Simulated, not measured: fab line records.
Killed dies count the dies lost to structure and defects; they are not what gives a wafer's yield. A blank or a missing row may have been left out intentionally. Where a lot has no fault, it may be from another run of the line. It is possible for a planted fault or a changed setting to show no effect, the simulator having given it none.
Matching of chambers / flow sky130 / SKY_FIELD_ISO_ETCH_17 on rieSi-02 has 4 sister chambers
The step etches Si in HBr/Cl2/O2, target depth 342 nm, time 97.7 s. 16 wafers are shown with their chamber, then 8 later ones without.

## EACH WAFER AND ITS CHAMBER
wafer=L803.4; chamber=1; drypumpMotorCurrentA (A)=6.0; O2_flow_sccm (sccm)=5.987; oesProductAu (a.u.)=1.008
wafer=L803.5; chamber=2; drypumpMotorCurrentA (A)=5.9; O2_flow_sccm (sccm)=5.970; oesProductAu (a.u.)=1.004
wafer=L803.6; chamber=3; drypumpMotorCurrentA (A)=5.2; O2_flow_sccm (sccm)=5.972; oesProductAu (a.u.)=1.002
wafer=L809.3; chamber=1; drypumpMotorCurrentA (A)=5.9; O2_flow_sccm (sccm)=6.013; oesProductAu (a.u.)=1.007
wafer=L809.4; chamber=2; drypumpMotorCurrentA (A)=5.9; O2_flow_sccm (sccm)=5.981; oesProductAu (a.u.)=1.004
wafer=L809.5; chamber=3; drypumpMotorCurrentA (A)=5.3; O2_flow_sccm (sccm)=5.963; oesProductAu (a.u.)=1.001
wafer=L810.1; chamber=2; drypumpMotorCurrentA (A)=5.9; O2_flow_sccm (sccm)=6.006; oesProductAu (a.u.)=1.001
wafer=L810.2; chamber=1; drypumpMotorCurrentA (A)=6.0; O2_flow_sccm (sccm)=6.020; oesProductAu (a.u.)=1.004
wafer=L810.6; chamber=1; drypumpMotorCurrentA (A)=6.0; O2_flow_sccm (sccm)=6.019; oesProductAu (a.u.)=0.991
wafer=L811.1; chamber=3; drypumpMotorCurrentA (A)=5.2; O2_flow_sccm (sccm)=5.964; oesProductAu (a.u.)=0.992
wafer=L811.3; chamber=0; drypumpMotorCurrentA (A)=6.0; O2_flow_sccm (sccm)=6.034; oesProductAu (a.u.)=1.002
wafer=L811.6; chamber=1; drypumpMotorCurrentA (A)=5.9; O2_flow_sccm (sccm)=5.996; oesProductAu (a.u.)=0.999
wafer=L813.1; chamber=1; drypumpMotorCurrentA (A)=6.0; O2_flow_sccm (sccm)=5.994; oesProductAu (a.u.)=1.004
wafer=L813.3; chamber=0; drypumpMotorCurrentA (A)=6.0; O2_flow_sccm (sccm)=6.021; oesProductAu (a.u.)=0.986
wafer=L813.6; chamber=0; drypumpMotorCurrentA (A)=6.1; O2_flow_sccm (sccm)=6.002; oesProductAu (a.u.)=0.992
wafer=L821.1; chamber=3; drypumpMotorCurrentA (A)=5.3; O2_flow_sccm (sccm)=5.989; oesProductAu (a.u.)=0.997

SIGNATURES (means of the wafers above)
reading=drypumpMotorCurrentA; chamber 0=6.033; chamber 1=5.967; chamber 2=5.900; chamber 3=5.250; scatter within a chamber=0.05
reading=O2_flow_sccm; chamber 0=6.01900; chamber 1=6.00483; chamber 2=5.98567; chamber 3=5.97200; scatter within a chamber=0.0148
reading=oesProductAu; chamber 0=0.99333; chamber 1=1.00217; chamber 2=1.00300; chamber 3=0.99800; scatter within a chamber=0.00576
Rule: distance of a wafer from a chamber = root of the sum over the readings of ((wafer's reading minus chamber's mean) / reading's scatter) squared. The wafer belongs to the nearest chamber; if the next one is less than 2 further off, it can't be placed. The scatter: the root of (the sum of the squares of (reading less its chamber's mean) over the shown wafers, divided by (wafers less chambers)).

## WAFERS WITH NO CHAMBER GIVEN
wafer=L821.3; drypumpMotorCurrentA (A)=5.9; O2_flow_sccm (sccm)=5.997; oesProductAu (a.u.)=1.006
wafer=L821.4; drypumpMotorCurrentA (A)=5.9; O2_flow_sccm (sccm)=5.987; oesProductAu (a.u.)=1.008
wafer=L823.1; drypumpMotorCurrentA (A)=6.0; O2_flow_sccm (sccm)=6.004; oesProductAu (a.u.)=1.000
wafer=L823.4; drypumpMotorCurrentA (A)=5.3; O2_flow_sccm (sccm)=5.998; oesProductAu (a.u.)=0.991
wafer=L823.6; drypumpMotorCurrentA (A)=6.0; O2_flow_sccm (sccm)=6.014; oesProductAu (a.u.)=1.015
wafer=L826.1; drypumpMotorCurrentA (A)=5.3; O2_flow_sccm (sccm)=6.044; oesProductAu (a.u.)=0.996
wafer=L826.3; drypumpMotorCurrentA (A)=6.1; O2_flow_sccm (sccm)=5.988; oesProductAu (a.u.)=0.999
wafer=L826.5; drypumpMotorCurrentA (A)=5.9; O2_flow_sccm (sccm)=5.993; oesProductAu (a.u.)=1.015

## CHAMBER TAKEN BY EACH
wafer=L821.3; from the rows above=can't be placed: 2 or 1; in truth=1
wafer=L821.4; from the rows above=can't be placed: 2 or 1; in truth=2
wafer=L823.1; from the rows above=can't be placed: 1 or 0 or 2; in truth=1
wafer=L823.4; from the rows above=3; in truth=3
wafer=L823.6; from the rows above=can't be placed: 1 or 2 or 0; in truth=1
wafer=L826.1; from the rows above=3; in truth=3
wafer=L826.3; from the rows above=can't be placed: 0 or 1 or 2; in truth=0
wafer=L826.5; from the rows above=can't be placed: 2 or 1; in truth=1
Correct placement for 2 of the 8. Cannot be placed on the basis of these rows: 6; the candidates contain the true chamber in 6. Placed wrongly: 0.
